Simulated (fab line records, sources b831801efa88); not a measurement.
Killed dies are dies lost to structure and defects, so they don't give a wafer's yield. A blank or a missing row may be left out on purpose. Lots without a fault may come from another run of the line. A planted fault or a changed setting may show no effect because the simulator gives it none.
Split-lot experiment | flow sfq_line | 5 lots, 23 wafers read, on a route of 325 steps

THE SPLIT
At SFQ_TRILAYER_I2_VIA_LITHO_EXPOSE_068 (exposes mask I2, target cd 500 nm), the setting dose_mj was moved away from the recipe's 21.3 on 8 of the 23 wafers read, by -4.3% to +6.9%. The other wafers ran this setting at the recipe's value.

FROM THE SPLIT TO THE READING: what the file shows between them, 2 steps
- SFQ_TRILAYER_I2_VIA_LITHO_PEB_070: peb time 60 s
- SFQ_TRILAYER_I2_VIA_LITHO_DEVELOP_069: time 60 s

THE READING
I2.cd_nm (the simulator's own value, which no gauge read), in nm, at SFQ_TRILAYER_I2_VIA_BARC_OPEN_VIA_ETCH_096 (etches BARC in O2, target depth 125 nm, time 41.7 s). The file gives no usual value for it. The 15 wafers here that ran the recipe average 521.2 nm, standard deviation 1.2 nm.

wafer  | tool, chamber at the split | dose_mj as run | against the recipe | I2.cd_nm, nm | against lot-mates on the recipe
L079.1 | krf_scanner-02, 0          | 21.3           | recipe             | 520.4        | -
L079.2 | krf_scanner-02, 0          | 21.3           | recipe             | 520.5        | -
L079.5 | krf_scanner-02, 0          | 21.3           | recipe             | 519.4        | -
L080.1 | krf_scanner-02, 0          | 21.3           | recipe             | 522.9        | -
L080.2 | krf_scanner-02, 0          | 21.3           | recipe             | 522.9        | -
L080.3 | krf_scanner-02, 0          | 21.3           | recipe             | 521.8        | -
L080.5 | krf_scanner-02, 0          | 20.87          | -2.0%              | 520.1        | -2.4
L080.6 | krf_scanner-02, 0          | 20.87          | -2.0%              | 517.8        | -4.7
L081.1 | krf_scanner-01, 0          | 21.3           | recipe             | 522.1        | -
L081.2 | krf_scanner-01, 0          | 22.76          | +6.9%              | 532.8        | +11.0
L081.3 | krf_scanner-01, 0          | 22.76          | +6.9%              | 532.4        | +10.6
L081.4 | krf_scanner-01, 0          | 21.3           | recipe             | 521.6        | -
L081.5 | krf_scanner-01, 0          | 21.3           | recipe             | 521.8        | -
L083.2 | krf_scanner-01, 0          | 21.3           | recipe             | 520.5        | -
L083.3 | krf_scanner-01, 0          | 21.3           | recipe             | 520.9        | -
L083.4 | krf_scanner-01, 0          | 21.3           | recipe             | 518.8        | -
L083.5 | krf_scanner-01, 0          | 20.39          | -4.3%              | 513.8        | -6.3
L083.6 | krf_scanner-01, 0          | 20.39          | -4.3%              | 512          | -8.1
L084.1 | krf_scanner-01, 0          | 21.3           | recipe             | 520.5        | -
L084.2 | krf_scanner-01, 0          | 22.46          | +5.4%              | 530.2        | +8.9
L084.4 | krf_scanner-01, 0          | 22.46          | +5.4%              | 530.2        | +8.9
L084.3 | krf_scanner-01, 0          | 21.3           | recipe             | 522.3        | -
L084.6 | krf_scanner-01, 0          | 21.3           | recipe             | 521.1        | -

THE FIT
A straight line over all 23 wafers: I2.cd_nm changes by +1.69 nm for each +1% of dose_mj; r = +0.97; the points scatter about the line by 1.2 nm.
The same after taking each lot's own level away (the mean of its wafers on the recipe; 23 wafers): +1.62 nm for each +1%; r = +0.99; scatter 0.71 nm.
On that fit, the largest move of dose_mj shifts the reading by 11 nm.
The lots' own levels span 520.07 to 522.53 nm, that is 2.1 times the standard deviation above.
So the lot-to-lot level changes the slope little: the two slopes agree.
Check: with one of the wafers moved furthest among these (+6.9%) left out of the fit, the line predicts +11.1 nm for it against its lot-mates. It came out at +11 nm against them.

OTHER SPLITS ON THESE WAFERS
These wafers also went through other splits before the reading. Each is held against what the fit with the lots' levels taken away leaves over:
other split on the same wafers           | wafers away from the commonest value | r with I2.cd_nm (lot level and that fit taken away)
SFQ_TRILAYER_M2_LITHO_PEB_060 peb_temp_c | 9                                    | +0.20

THE FILE'S OWN FIT
I2.cd_nm changes by +1.61 nm for each +1% of dose_mj, r = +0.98.
